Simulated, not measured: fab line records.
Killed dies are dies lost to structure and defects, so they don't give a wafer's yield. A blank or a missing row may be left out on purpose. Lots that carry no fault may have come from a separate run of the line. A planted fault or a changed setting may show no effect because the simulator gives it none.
Split-lot experiment | flow gf180mcu | 23 wafers read from 5 lots, route of 602 steps

== SPLIT DETAILS ==
At GF_NSD_COAT_02 (resist thk 1000 nm), the setting spin_rpm was moved away from the recipe's 3000 rpm on 6 of the 23 wafers read, by -6.9% to +4.1%. The other wafers ran this setting at the recipe's value.

Reading taken at the split's own step.

== THE READING ==
NOVOLAK_of_NSD_COAT_02.thk_nm (the simulator's own value, which no gauge read), in nm, at GF_NSD_COAT_02 (resist thk 1000 nm). The file gives no usual value for it. The 17 wafers here that ran the recipe average 1001.0 nm, standard deviation 2.5 nm.

wafer  | tool, chamber at the split | spin_rpm as run, rpm | against the recipe | NOVOLAK_of_NSD_COAT_02.thk_nm, nm | against lot-mates on the recipe
L074.1 | litho_track-03, 0          | 3000                 | recipe             | 1001                              | -
L074.3 | litho_track-03, 0          | 3000                 | recipe             | 1001                              | -
L074.2 | litho_track-03, 0          | 3000                 | recipe             | 999.3                             | -
L074.5 | litho_track-03, 0          | 3000                 | recipe             | 1000                              | -
L074.6 | litho_track-03, 0          | 3000                 | recipe             | 998.4                             | -
L077.2 | litho_track-03, 0          | 3000                 | recipe             | 999.2                             | -
L077.3 | litho_track-03, 0          | 3000                 | recipe             | 999                               | -
L077.5 | litho_track-03, 0          | 3000                 | recipe             | 999                               | -
L077.4 | litho_track-03, 0          | 2794                 | -6.9%              | 1036                              | +36.9
L077.6 | litho_track-03, 0          | 2794                 | -6.9%              | 1037                              | +37.9
L079.1 | litho_track-03, 0          | 3000                 | recipe             | 997.6                             | -
L079.2 | litho_track-03, 0          | 2893                 | -3.6%              | 1016                              | +16.8
L079.3 | litho_track-03, 0          | 3000                 | recipe             | 1000                              | -
L079.5 | litho_track-03, 0          | 3000                 | recipe             | 1000                              | -
L079.4 | litho_track-03, 0          | 2893                 | -3.6%              | 1015                              | +15.8
L080.1 | litho_track-01, 0          | 3000                 | recipe             | 1002                              | -
L080.2 | litho_track-01, 0          | 3000                 | recipe             | 1002                              | -
L080.3 | litho_track-01, 0          | 3122                 | +4.1%              | 982.4                             | -19.3
L080.4 | litho_track-01, 0          | 3000                 | recipe             | 1001                              | -
L080.6 | litho_track-01, 0          | 3122                 | +4.1%              | 983.8                             | -17.9
L082.1 | litho_track-01, 0          | 3000                 | recipe             | 1005                              | -
L082.3 | litho_track-01, 0          | 3000                 | recipe             | 1005                              | -
L082.5 | litho_track-01, 0          | 3000                 | recipe             | 1007                              | -

FIT RESULTS
A straight line over all 23 wafers: NOVOLAK_of_NSD_COAT_02.thk_nm changes by -4.81 nm for each +1% of spin_rpm; r = -0.98; the points scatter about the line by 2.6 nm.
The same after taking each lot's own level away (the mean of its wafers on the recipe; 23 wafers): -5.09 nm for each +1%; r = -0.99; scatter 1.4 nm.
According to that fit, moving spin_rpm by its largest amount changes the reading by 35 nm.
Across the lots, their own levels run from 999.07 to 1005.67 nm, a range of 2.7 times the standard deviation given above.
So the lot-to-lot level changes the slope little: the two slopes agree.
Check: +34.4 nm against its lot-mates is what the line predicts for one of the wafers moved furthest among these (-6.9%) when that wafer is left out of the fit. Against them it came out at +36.9 nm.

== FURTHER SPLITS ON THESE WAFERS ==
Note: prior to the reading, these wafers also went through further splits. Each is held against what the fit with the lots' levels taken away leaves over:
other split on the same wafers   | wafers away from the commonest value | r with NOVOLAK_of_NSD_COAT_02.thk_nm (lot level and that fit taken away)
GF_DUAL_GATE_OXIDATION_15 temp_c | 15                                   | -0.30
GF_POLY_GATE_ETCH_13 bias_w      | 7                                    | -0.20
GF_HV_LDD_EXPOSE_04 dose_mj      | 7                                    | +0.41
GF_HV_LDD_STRIP_22 platen_temp_c | 6                                    | +0.23
GF_HV_LDD_DEVELOP_30 dev_temp_c  | 8                                    | -0.11
GF_HV_LDD_CVD_54 target_thk_nm   | 18                                   | -0.14

== THE WHOLE CHAIN: every reading that the file lists as answering this split, in the file's order ==
step            | what it does       | reading                                                                        | change (the file's fit)              | r (the file's)
GF_NSD_COAT_02  | resist thk 1000 nm | NOVOLAK_of_NSD_COAT_02.thk_nm (the simulator's own value, which no gauge read) | -5.07 nm for each +1% of the setting | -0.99
GF_NSD_STRIP_11 | strips in O2/N2    | strip_time_to_endpoint_s                                                       | withheld for each +1% of the setting | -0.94

== THE FILE'S OWN FIT ==
NOVOLAK_of_NSD_COAT_02.thk_nm changes by -5.07 nm for each +1% of spin_rpm, r = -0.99.
